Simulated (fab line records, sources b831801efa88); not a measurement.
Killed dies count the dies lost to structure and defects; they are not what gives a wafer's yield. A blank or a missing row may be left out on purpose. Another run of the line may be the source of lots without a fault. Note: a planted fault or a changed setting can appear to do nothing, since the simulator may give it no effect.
Which tool did it? ; flow gf180mcu ; 6 lots, 18 wafers sampled, at 4 steps of a route of 602

WHAT EACH GAUGE READ, for each wafer
GF_TOP_METAL_CD_MEAS_14: target cd 440 nm.
lot;measured;on;cdNm (nm)
L923;day 28 21:58;cdSem-01;440.1 441.9 439.0
L925;day 29 15:54;cdSem-02;439.9 438.9 441.5
L927;day 30 08:04;cdSem-02;439.5 438.8 439.8
L929;day 31 07:25;cdSem-01;442.5 442.4 442.9
L936;day 32 15:13;cdSem-01;376.6 344.9 421.6
L945;day 34 17:53;cdSem-01;439.1 437.7 440.5

WHICH TOOL RAN EACH LOT (tool, then ch and the chambers of the sampled wafers, then the start)
lot;GF_M3_SPUTTER_02;GF_M3_SPUTTER_03;GF_TOP_METAL_EXPOSE_11
L923;pvdSputter-04, day 21 03:42;pvdSputter-04, day 21 03:44;ilineStepper-02 ch 0, day 28 12:14
L925;pvdSputter-01, day 22 03:28;pvdSputter-01, day 22 03:29;ilineStepper-02 ch 0, day 29 06:41
L927;pvdSputter-01, day 23 00:19;pvdSputter-01, day 23 00:20;ilineStepper-01 ch 0, day 29 23:08
L929;pvdSputter-02, day 24 04:28;pvdSputter-02, day 24 04:29;ilineStepper-01 ch 0, day 30 22:49
L936;pvdSputter-04, day 25 19:59;pvdSputter-04, day 25 20:01;ilineStepper-02 ch 0, day 32 07:34
L945;pvdSputter-04, day 28 11:16;pvdSputter-04, day 28 11:17;ilineStepper-01 ch 0, day 34 10:37
- GF_M3_SPUTTER_02: material AlCu, target thk 450 nm, time 23.9 s.
- GF_M3_SPUTTER_03: material Ti, target thk 10 nm, time 6.7 s.
- GF_TOP_METAL_EXPOSE_11: exposes mask MetalTop, target cd 440 nm.

THE ANSWER, worked out from the rows above alone
Rule: the lots themselves supply what counts as usual. The widest of any qualifying gaps counts: lots, ordered by their means at a reading, are off when they make up no more than a third of the lots, leave a main group of 4 or more, and stand apart from it by 3 or more times the standard deviation of that group's means. A main group whose means are all the same, to the digits that the tables above print for the reading, isn't used. A lot without any number at a reading at which 4 lots or more have one is off too. The other lots that the step has rows for count as sound.
Off, at GF_TOP_METAL_CD_MEAS_14 on cdNm: L936. Mean 440.3 nm and standard deviation 1.2 in the main group.
If a tool, at a process step before that reading, ran all the lots that are off and no sound lot after the first of them, it fits. Those tools and the gauges at GF_TOP_METAL_CD_MEAS_14 are tried in the same way. One candidate fits, namely ilineStepper-02 at GF_TOP_METAL_EXPOSE_11. Its last sound lot is L925 (day 29 06:41), its first lot that is off L936 (day 32 07:34): a fault that began between those two fits.

WHAT HAD BEEN PUT IN BY THE SIMULATOR
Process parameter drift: ilineStepper-02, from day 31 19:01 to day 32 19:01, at GF_TOP_METAL_EXPOSE_11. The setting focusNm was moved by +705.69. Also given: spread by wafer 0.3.
Shown lots that were struck: L936. Same finding as the rule above.
